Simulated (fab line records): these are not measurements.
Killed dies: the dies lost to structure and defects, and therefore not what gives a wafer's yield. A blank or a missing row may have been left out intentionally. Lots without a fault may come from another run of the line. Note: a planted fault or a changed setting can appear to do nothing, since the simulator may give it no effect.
A single fault, viewed from 2 desks	flow gf180mcu	numbers are kept per desk, each desk with only its own; the story behind them comes last

## AT THE METROLOGY DESK
What the gauges read, lot by lot, whatever tool the lot ran on: means of the sampled wafers that have a number. If a lot's mean is further than 4 standard deviations from the usual mean, the lot is out of limits and carries the mark OUT (the distance appears in the brackets).
Columns: A = DNWELL_TW at GF_DNWELL_TW_MEAS_09, usual 1353; B = M2_OVL at GF_M2_OVL_MEAS_15, usual -1 nm
lot	first seen here	A	B
L163	day 2 19:26	1358	-0
L164	day 3 02:15	1357	8
L166	day 3 10:29	1349	0
L168	day 3 20:42	1346	-8
L171	day 4 14:14	1335	3
L172	day 4 17:19	1347	-3
L173	day 4 23:59	1353	7
L174	day 5 08:12	1349	1
L177	day 5 20:55	1346	3
L179	day 6 09:09	1360	-10
L182	day 6 23:11	1360	-3
L183	day 7 06:15	1527 (+22) OUT	-9
L186	day 7 19:58	1528 (+22) OUT	3
Finding of this desk: L183, L186 out of limits, first seen on L183 at day 7 06:15 (DNWELL_TW at GF_DNWELL_TW_MEAS_09). In limits: L163, L164, L166, L168, L171, L172, L173, L174, L177, L179, L182.

## THE TOOL OWNER'S DESK: implanter-01
For each lot that ran on this tool, the mean over its sampled wafers that have a number, from the tool's own readings at GF_DNWELL_IMPLANT_07. If a lot's mean is further than 4 standard deviations from the usual mean, the lot is out of limits and carries the mark OUT (the distance appears in the brackets).
Columns: A = tiltDeg at GF_DNWELL_IMPLANT_07, usual -0.001 degrees
lot	first seen here	A
L168	day 3 20:29	0.010
L173	day 4 23:46	0.002
L177	day 5 20:40	0.010
L183	day 7 06:01	6.381 (+99 or more) OUT
L186	day 7 19:46	6.409 (+99 or more) OUT
Finding of this desk: L183, L186 out of limits; the first was L183 at day 7 06:01, on tiltDeg at GF_DNWELL_IMPLANT_07. In limits: L168, L173, L177.

## ALL TOGETHER
At day 7 06:01, on L183, L186, the tool owner's desk was in a position to raise an alarm.
L183, L186 would have let the metrology desk raise an alarm at day 7 06:15.
Every lot named ran GF_DNWELL_IMPLANT_07 on implanter-01.

## WHAT HAD BEEN PUT IN BY THE SIMULATOR
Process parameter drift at GF_DNWELL_IMPLANT_07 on implanter-01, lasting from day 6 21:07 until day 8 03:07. From 0, the setting tiltDeg moved by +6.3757. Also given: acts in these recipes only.
Struck lots among those shown: L183, L186.
Hours from the fault's start to each desk's first reading out of limits: the tool owner's desk, 9; the metrology desk, 9.
